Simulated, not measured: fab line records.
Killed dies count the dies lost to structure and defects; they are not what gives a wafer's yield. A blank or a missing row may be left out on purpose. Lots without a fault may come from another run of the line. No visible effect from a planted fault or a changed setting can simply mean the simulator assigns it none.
Comparing a struck lot with a sound one ; flow gf180mcu ; 14 steps out of a route of 602
Sound: these wafers, L126.2, L126.5, L126.6. Struck: wafer L138.5. The cause comes at the end.
For every step that has rows: the tool of each side, followed by ch and its chambers, followed by its first start. Under that, the readings that differ: sound wafers ; struck wafers ; difference of the means ; sigmas: that difference in standard deviations of wafers without a fault.
alike: readings whose means differ by less than 2 such deviations, and words and numbers that are the same on both sides. not compared: withheld readings, readings that some wafer has no value for, bounds like >300 that may hide the same value, and numbers for which the record gives no deviation and whose values overlap.
The two part at a step that has a row with sigmas, a row that says differs or no value, or rows on one side only. When numbers do not overlap yet have no deviation, they are printed without sigmas and do not part them. Lack of a reading on every wafer of one side parts them only where that side has two or more wafers.

GF_V4_ETCH_16: etches BARC in N2/H2.
  sound on rie-diel-01 ch 0,1,3, day 26 07:25; struck on rie-diel-03 ch 1, day 29 23:34
reading;sound;struck;difference;sigmas
oes-product-au (a.u.);0.842 0.839 0.852;0.857;+0.013;+2
  alike: drypump-motor-current-A, throttle-valve-pct
GF_V4_ETCH_17: etches SiO2 in C4F8/O2/Ar, stops on TiN, target depth 630 nm.
  sound on rie-diel-01 ch 0,1,3; struck on rie-diel-03 ch 1
  alike: oes-product-au
GF_V4_STRIP_18: strips in O2/N2.
  sound on plasma-asher-01 ch 0,1, day 26 07:32; struck on plasma-asher-04 ch 0, day 29 23:44
  alike: drypump-motor-current-A, heater-power-w, oes-product-au
  not compared: rf-hours-counter-h
then, 4 steps without rows for these wafers: GF_V4_STRIP_19 (strips in post etch residue remover, time 1200 s); GF_V4_CLEAN_20 (cleans in DIW); GF_V4_SPUTTER_21 (material Ti, target thk 15 nm, time 80.02 s); GF_V4_SPUTTER_22 (material TiN, target thk 10 nm, time 40 s).
GF_V4_CVD_23: deposits W, target thk 350 nm, time 104.9 s.
  sound on cvd-w-02 ch 0,1, day 26 08:11; struck on cvd-w-02 ch 0, day 30 00:25
  alike: heater-power-outer-w, heater-power-w
GF_V4_RS_MEAS_24: a four-point-probe measurement.
  sound on film-metro-01 at day 26 08:19; struck on film-metro-01 at day 30 00:32
  alike: V4_W_RS
GF_V4_THK_MEAS_25: measures by xrf.
  sound on film-metro-01 at day 26 08:25; struck on film-metro-01 at day 30 00:37
  alike: V4_W_THK
GF_V4_CMP_26: polishes, stops on SiO2, t overpolish 15 s, target thk 0 nm.
  sound on cmp-02 ch 1,2, day 26 08:31; struck on cmp-02 ch 1, day 30 00:53
  alike: motor-current-A, overpolish-run-s, time-to-endpoint-s
then, 1 step without rows for these wafers: GF_MIM_SPUTTER_00 (material Ti, target thk 37.5 nm, time 150 s).
GF_MIM_SPUTTER_01: material TiN, target thk 30 nm, time 25 s.
  sound on pvd-sputter-04 at day 26 08:52; struck on pvd-sputter-01 at day 30 01:03
reading;sound;struck;difference;sigmas
cathode-dc-power-W (W);6499.8 6500.6 6498.2;7619.4;+1119.9;+99 or more
model.TiN_of_MIM_SPUTTER_01.thk-nm (nm);29.81 30.18 29.98;35.34;+5.35;
  alike: throttle-valve-pct
then, 1 step without rows for these wafers: GF_MIM_SPUTTER_02 (material AlCu, target thk 450 nm, time 23.9 s).

== WHERE THEY PART ==
At GF_V4_ETCH_16 first; at GF_MIM_SPUTTER_01 last (within this record only).

WHY: the cause the simulator had injected
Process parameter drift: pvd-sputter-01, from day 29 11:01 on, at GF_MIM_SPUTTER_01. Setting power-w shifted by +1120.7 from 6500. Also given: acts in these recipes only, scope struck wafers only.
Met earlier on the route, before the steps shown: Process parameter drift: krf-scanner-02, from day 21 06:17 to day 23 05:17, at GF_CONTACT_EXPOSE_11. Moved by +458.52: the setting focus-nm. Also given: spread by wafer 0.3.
